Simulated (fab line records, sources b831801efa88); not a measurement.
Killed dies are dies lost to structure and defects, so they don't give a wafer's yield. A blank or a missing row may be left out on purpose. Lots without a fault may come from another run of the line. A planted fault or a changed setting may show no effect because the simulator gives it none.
Which tool did it? | flow gf180mcu | 13 lots, 39 wafers sampled, at 5 steps of a route of 602

WHAT THE GAUGES READ, wafer by wafer
GF_STI_THK_MEAS_22. Usual: STI_OXIDATION_01_THK 15.1 nm, standard deviation 0.32.
lot  | measured    | on            | STI_OXIDATION_01_THK (nm) | flag
L288 | day 2 04:14 | film_metro-04 | 15.1 15.0 15.2            |
L289 | day 2 08:27 | film_metro-01 | 15.0 14.9 15.0            |
L290 | day 2 14:56 | film_metro-02 | 15.2 15.1 15.1            |
L292 | day 2 23:38 | film_metro-04 | 15.0 15.3 15.2            |
L293 | day 3 05:56 | film_metro-04 | 15.1 14.9 14.7            |
L296 | day 3 21:46 | film_metro-04 | 15.2 15.2 15.6            |
L297 | day 4 02:00 | film_metro-01 | 14.7 15.0 14.8            |
L300 | day 4 17:43 | film_metro-01 | 15.2 15.2 15.6            |
L301 | day 4 22:55 | film_metro-01 | 15.1 15.1 14.9            |
L304 | day 5 14:50 | film_metro-02 | 14.7 14.7 14.9            |
L306 | day 6 01:10 | film_metro-01 | 14.6 14.4 14.6            |
L308 | day 6 10:45 | film_metro-04 | 15.0 14.8 14.9            |
L311 | day 7 03:17 | film_metro-02 | 15.1 15.2 15.1            |

GF_MVSD_OVL_MEAS_07. Usual: MVSD_OVL 0.1 nm, standard deviation 1.2.
lot  | measured    | on         | MVSD_OVL (nm)  | flag
L288 | day 4 09:49 | overlay-01 | -0.3 0.6 0.8   |
L289 | day 4 14:37 | overlay-01 | -0.5 1.2 -1.4  |
L290 | day 4 23:20 | overlay-01 | -0.8 0.9 -1.3  |
L292 | day 5 09:22 | overlay-01 | -2.2 -1.8 -2.2 |
L293 | day 5 16:15 | overlay-01 | -0.1 0.0 -0.7  |
L296 | day 6 09:58 | overlay-02 | 0.0 -0.6 -0.5  |
L297 | day 6 15:53 | overlay-02 | -2.7 -0.8 -0.6 |
L300 | day 7 11:04 | overlay-02 | 4.3 1.1 1.4    |
L301 | day 7 14:34 | overlay-02 | -0.4 1.1 1.6   |
L304 | day 8 08:00 | overlay-02 | -1.3 0.7 1.3   |
L306 | day 8 20:01 | overlay-01 | -0.6 1.3 -1.3  |
L308 | day 9 05:46 | overlay-01 | 1.3 0.8 -1.1   |
L311 | day 9 23:22 | overlay-02 | -0.3 0.8 0.1   |

GF_VT_IMPLANT_RS_MEAS_47: measures by four-point-probe. Usual: NWELL_RS 487.8 ohm/sq, standard deviation 1.4.
lot  | measured     | on            | NWELL_RS (ohm/sq) | flag
L288 | day 7 14:51  | film_metro-01 | 485.5 488.5 486.0 |
L289 | day 7 18:31  | film_metro-01 | 487.0 486.4 487.8 |
L290 | day 8 05:58  | film_metro-01 | 484.9 487.7 488.4 |
L292 | day 8 17:20  | film_metro-01 | 486.8 487.1 487.7 |
L293 | day 9 01:11  | film_metro-01 | 488.9 489.3 488.6 |
L296 | day 9 20:17  | film_metro-01 | 490.4 489.9 491.0 |
L297 | day 10 07:08 | film_metro-03 | 486.0 486.0 486.5 |
L300 | day 11 00:56 | film_metro-01 | 487.0 489.3 487.3 |
L301 | day 11 04:47 | film_metro-04 | 485.8 486.2 485.4 |
L304 | day 12 01:50 | film_metro-03 | 476.2 475.4 474.9 | OFF
L306 | day 12 16:43 | film_metro-01 | 486.1 488.1 487.9 |
L308 | day 13 02:56 | film_metro-03 | 475.4 474.4 474.8 | OFF
L311 | day 13 22:47 | film_metro-01 | 487.8 486.9 484.8 |

WHICH TOOL RAN EACH LOT (tool, then ch and the chambers of the sampled wafers, then the start)
lot  | GF_NWELL_IMPLANT_09            | GF_MVSD_STRIP_10
L288 | implanter-02 ch 0, day 3 07:47 | plasma_asher-02 ch 1, day 4 10:08
L289 | implanter-01 ch 0, day 3 12:00 | plasma_asher-04 ch 0,1, day 4 14:57
L290 | implanter-01 ch 0, day 3 19:16 | plasma_asher-02 ch 0,1, day 4 23:42
L292 | implanter-03 ch 0, day 4 05:04 | plasma_asher-04 ch 0,1, day 5 09:42
L293 | implanter-03 ch 0, day 4 11:17 | plasma_asher-04 ch 0,1, day 5 16:36
L296 | implanter-01 ch 0, day 5 04:10 | plasma_asher-01 ch 1, day 6 10:18
L297 | implanter-03 ch 0, day 5 09:13 | plasma_asher-02 ch 0,1, day 6 16:13
L300 | implanter-01 ch 0, day 6 03:06 | plasma_asher-02 ch 0,1, day 7 11:24
L301 | implanter-01 ch 0, day 6 07:33 | plasma_asher-02 ch 0,1, day 7 14:56
L304 | implanter-01 ch 0, day 7 00:21 | plasma_asher-04 ch 0,1, day 8 08:20
L306 | implanter-02 ch 0, day 7 11:39 | plasma_asher-02 ch 0,1, day 8 20:22
L308 | implanter-01 ch 0, day 7 21:34 | plasma_asher-02 ch 0,1, day 9 06:07
L311 | implanter-02 ch 0, day 8 14:05 | plasma_asher-02 ch 0, day 9 23:42
- GF_NWELL_IMPLANT_09
- GF_MVSD_STRIP_10: strips in O2/N2.

WHAT THE TOOLS THEMSELVES READ (means of the sampled wafers that have a number; where no wafer has one, the mark that the record gives instead)
GF_NWELL_IMPLANT_09. Usual: dose_ions_cm2 4e+12, standard deviation 4.3e+09; end_station_pressure_torr 5e-06 Torr, standard deviation 2.5e-07; faraday_current_uA 22.6, standard deviation 0.43.
lot  | tool         | dose_ions_cm2 | end_station_pressure_torr (Torr) | faraday_current_uA | flag
L288 | implanter-02 | 4e+12         | 5e-06                            | 23.1               |
L289 | implanter-01 | 4e+12         | 5e-06                            | 22.7               |
L290 | implanter-01 | 4e+12         | 5e-06                            | 22.3               |
L292 | implanter-03 | 4e+12         | 5e-06                            | 22.4               |
L293 | implanter-03 | 4e+12         | 5e-06                            | 22.3               |
L296 | implanter-01 | 4e+12         | 5e-06                            | 22.2               |
L297 | implanter-03 | 4e+12         | 5e-06                            | 22.7               |
L300 | implanter-01 | 4e+12         | 5e-06                            | 22.8               |
L301 | implanter-01 | 4e+12         | 5e-06                            | 22.8               |
L304 | implanter-01 | 5e+12         | 5e-06                            | 26.7               | OFF
L306 | implanter-02 | 4e+12         | 5e-06                            | 22.3               |
L308 | implanter-01 | 5e+12         | 5e-06                            | 26.5               | OFF
L311 | implanter-02 | 4e+12         | 5e-06                            | 22.3               |

GF_MVSD_STRIP_10. Usual: chamber_pressure_mTorr 1499.9 mTorr, standard deviation 1.3; drypump_motor_current_A 5.9 A, standard deviation 0.4; heater_power_w 327 W, standard deviation 20; oes_product_au 0.722 a.u., standard deviation 0.0044; strip_time_to_endpoint_s 36.98 s, standard deviation 0.096.
lot  | tool            | chamber_pressure_mTorr (mTorr) | drypump_motor_current_A (A) | heater_power_w (W) | oes_product_au (a.u.) | strip_time_to_endpoint_s (s) | flag
L288 | plasma_asher-02 | 1499.0                         | 6.0                         | 348                | 0.719                 | 37.06                        |
L289 | plasma_asher-04 | 1498.7                         | 5.9                         | 325                | 0.723                 | 36.99                        |
L290 | plasma_asher-02 | 1500.1                         | 6.0                         | 345                | 0.725                 | 37.07                        |
L292 | plasma_asher-04 | 1499.7                         | 5.5                         | 312                | 0.725                 | 37.04                        |
L293 | plasma_asher-04 | 1499.7                         | 5.5                         | 311                | 0.718                 | 36.94                        |
L296 | plasma_asher-01 | 1500.1                         | 6.3                         | 278                | 0.727                 | 36.82                        |
L297 | plasma_asher-02 | 1500.8                         | 6.1                         | 334                | 0.723                 | 37.01                        |
L300 | plasma_asher-02 | 1501.1                         | 6.0                         | 346                | 0.718                 | 36.97                        |
L301 | plasma_asher-02 | 1498.9                         | 6.1                         | 338                | 0.722                 | 36.89                        |
L304 | plasma_asher-04 | 1500.0                         | 5.9                         | 325                | 0.727                 | 36.99                        |
L306 | plasma_asher-02 | 1498.9                         | 6.0                         | 341                | 0.721                 | 36.92                        |
L308 | plasma_asher-02 | 1499.3                         | 6.0                         | 341                | 0.722                 | 36.84                        |
L311 | plasma_asher-02 | 1501.1                         | 6.1                         | 338                | 0.727                 | 36.97                        |

THE ANSWER, worked out from the rows above alone
Rule: a lot is off if the mean of its wafers that have a number lies more than 3 standard deviations from the usual mean. A lot without any number at a reading at which 4 lots or more have one is off too. The other lots that the step has rows for count as sound. The gauges are gone through in route order, then the tools' own readings, and for those a lot's mean is taken as printed above. The first step at which some lot is off is used, and at that step the reading that is off furthest; a lot without a number counts as furthest.
Off: L304, L308, at GF_VT_IMPLANT_RS_MEAS_47 (NWELL_RS).
A tool fits if, at a process step before that reading, it ran every lot that is off, and no sound lot after the first of them. The gauges at GF_VT_IMPLANT_RS_MEAS_47 aren't tried: what is off there is off at GF_NWELL_IMPLANT_09 too, on other tools, and a gauge's error can't cause that. One fits: implanter-01 at GF_NWELL_IMPLANT_09. Its last sound lot is L301 (day 6 07:33), its first lot that is off L304 (day 7 00:21): a fault that began between those two fits.
The tool's own readings at GF_NWELL_IMPLANT_09 bear it out: on the lots that are off they differ by more than 5 times the standard deviation of the sound lots' means. dose_ions_cm2 reads 5e+12 there against 4e+12 on the sound lots; faraday_current_uA reads 26.6 there against 22.5 on the sound lots.

WHAT THE SIMULATOR HAD PUT IN
Process parameter drift: implanter-01, from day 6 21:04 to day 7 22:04, at GF_NWELL_IMPLANT_09. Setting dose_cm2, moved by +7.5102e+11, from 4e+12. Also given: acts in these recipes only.
Lots struck among those shown: L304, L308. The rule above found the same.
